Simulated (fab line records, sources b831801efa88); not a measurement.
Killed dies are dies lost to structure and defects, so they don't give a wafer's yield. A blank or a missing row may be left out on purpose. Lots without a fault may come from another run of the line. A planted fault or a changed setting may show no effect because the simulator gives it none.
One fault seen from 2 desks | flow sky130 | each desk has only its own numbers; what lay behind them comes last

THE METROLOGY DESK
What the gauges read, lot by lot, whatever tool the lot ran on: means of the sampled wafers that have a number. A lot is out of limits, marked OUT, if its mean lies more than 4 standard deviations from the usual mean; the brackets give that distance.
Columns: A = VIA3_BOW at SKY_VIA3_BOW_MEAS_03, usual 80 um; B = VIA3_OVL at SKY_VIA3_OVL_MEAS_13, usual -3 nm
lot  | first seen here | A  | B
L183 | day 38 05:56    | 75 | -5
L185 | day 38 22:01    | 82 | -5
L186 | day 39 04:46    | 85 | 1
L187 | day 39 10:45    | 78 | -3
L188 | day 41 04:22    | 83 | -1
L189 | day 41 05:48    | 76 | 1
L192 | day 41 15:37    | 79 | -2
L195 | day 42 06:23    | 84 | 1
L194 | day 42 10:21    | 76 | -4
L203 | day 44 19:20    | 74 | -8
L204 | day 45 06:36    | 80 | 4
L205 | day 45 07:34    | 77 | -6
This desk's finding: nothing out of limits on any of the 12 lots.

THE TOOL OWNER'S DESK: rie_diel-01
The tool's own readings at SKY_VIA2_ETCH_14 (etches BARC in N2/H2, stops on SiO2, time 45.9 s, target depth 60 nm): means of the sampled wafers that have a number, for each lot that ran on this tool. A lot is out of limits, marked OUT, if its mean lies more than 4 standard deviations from the usual mean; the brackets give that distance.
Columns: A = drypump_motor_current_A at SKY_VIA2_ETCH_14, usual 5.4 A; B = n2_flow_sccm at SKY_VIA2_ETCH_14, usual 100.00 sccm; C = oes_product_au at SKY_VIA2_ETCH_14, usual 0.855 a.u.; D = throttle_valve_pct at SKY_VIA2_ETCH_14, usual 13.225 %
lot  | first seen here | A   | B      | C     | D
L183 | day 35 22:52    | 5.6 | 99.97  | 0.850 | 13.221
L186 | day 36 22:07    | 5.3 | 100.13 | 0.855 | 13.227
L187 | day 37 05:11    | 5.5 | 100.15 | 0.855 | 13.222
L192 | day 39 10:28    | 5.5 | 100.03 | 0.854 | 13.229
L195 | day 39 22:16    | 5.2 | 100.15 | 0.856 | 13.223
L194 | day 40 04:43    | 5.5 | 99.94  | 0.857 | 13.225
This desk's finding: nothing out of limits on any of the 6 lots.

PUT TOGETHER
The metrology desk saw nothing out of limits.
The tool owner's desk saw nothing out of limits.

WHAT THE SIMULATOR HAD PUT IN
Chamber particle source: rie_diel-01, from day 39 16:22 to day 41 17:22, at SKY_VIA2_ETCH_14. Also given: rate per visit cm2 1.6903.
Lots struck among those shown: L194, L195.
